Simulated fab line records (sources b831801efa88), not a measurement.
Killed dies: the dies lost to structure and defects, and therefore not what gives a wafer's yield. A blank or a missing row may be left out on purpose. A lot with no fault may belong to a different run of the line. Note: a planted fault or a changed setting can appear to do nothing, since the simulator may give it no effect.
8D (eight disciplines) problem report, filled in by code -- flow sky130 -- the parts of the form that need people (team, actions taken, sign-off) are left out

== 1. PROBLEM STATEMENT ==
Mean VT_ADJUST_HVTP_TW at SKY_VT_ADJUST_HVTP_TW_MEAS_11: 1467 over 6 wafers in 2 lots; fault-free wafers: 1362, standard deviation 22. That puts it +4.8 standard deviations away from the usual mean.
The first sign was on wafer L514.1 at day 7 13:10, on filmMetro-04. The record has a number at this step for 36 wafers belonging to 12 lots. The rule behind "out" and "out of limits": a value lying over 4 standard deviations away from the usual mean. The other wafers with a number count as sound.

== 2. WHAT IT IS; WHAT IT IS NOT ==
question,is,is not
which readings at this step,VT_ADJUST_HVTP_TW,-
which lots,"L514, L519","L508, L509, L510, L515, L524, L526, L527, L528, L530, L531"
which wafers of those lots,all that have a number,-
read on which gauges,filmMetro-04,"filmMetro-01, filmMetro-03"
when,from day 7 13:10,"up to then (9 sound wafers); but 21 sound wafers of L515, L524, L526, L527, L528, L530, L531 came after"

== 3. SUSPECTS, AND WHAT RULES EACH OUT ==
Counting: a tool stays on the suspect list if, at a process step up to the reading, it processed all lots that are out and no sound lot following the first of them.
- the gauge at SKY_VT_ADJUST_HVTP_TW_MEAS_11: ruled out. All the wafers that are out were read on filmMetro-04, but those of them that SKY_VT_ADJUST_HVTP_IMPLANT_09 has rows for are out there too, on other tools.
- implanter-01 at SKY_VT_ADJUST_HVTP_IMPLANT_09: ruled out as a lasting fault. The sound lots L528, L530 went through it after L514, its earliest lot that is out (day 7 12:55).
Left after counting: nothing in the record.

== 4. THE CAUSE (what the simulator had put in) ==
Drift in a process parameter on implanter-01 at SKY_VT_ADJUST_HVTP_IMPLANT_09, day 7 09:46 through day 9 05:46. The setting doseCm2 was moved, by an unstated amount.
The count ruled it out by mistake, since the rule takes a fault to strike every lot its tool runs from the start of the fault on, and this one did not do so.

== 5. THE CHAIN OF EFFECTS, in route order ==
Rows list readings where the struck wafers' mean (over those with a number) sits beyond 3 standard deviations from the usual. Only readings whose record carries a usual standard deviation are examined. hours: median over the lots of the time between each lot's start at the first step of this table that gives one and its start at this step. sigmas: the change, counted in usual standard deviations.
hours,step,reading,usual,on struck wafers,change,sigmas
0,SKY_VT_ADJUST_HVTP_IMPLANT_09,doseIonsCm2,4.299e+12,5.023e+12,+7.242e+11,+99 or more
0,SKY_VT_ADJUST_HVTP_IMPLANT_09,faradayCurrentUA,24.3,28.2,+3.9,+7.8
0,SKY_VT_ADJUST_HVTP_TW_MEAS_11,VT_ADJUST_HVTP_TW,1362,1467,+105,+4.8
It contains these process steps:
- SKY_VT_ADJUST_HVTP_IMPLANT_09
Later measuring or inspecting steps at which every struck wafer that the step has a row for has a number for every such reading, and none has moved that far: SKY_GATE_OXIDE_OVL_MEAS_10, SKY_LDD_P_OVL_MEAS_08.

== 6. WHAT WOULD HAVE CAUGHT IT SOONER ==
Counted from the fault's start at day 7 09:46, it took 3 hours until the first out-of-limits reading at a measuring or inspecting step in this record, taken at day 7 13:10.
At SKY_VT_ADJUST_HVTP_IMPLANT_09, the tool's own readings (doseIonsCm2, faradayCurrentUA) were out on each struck wafer the step has a row for, so an alarm limit on them would have fired on the first such wafer.
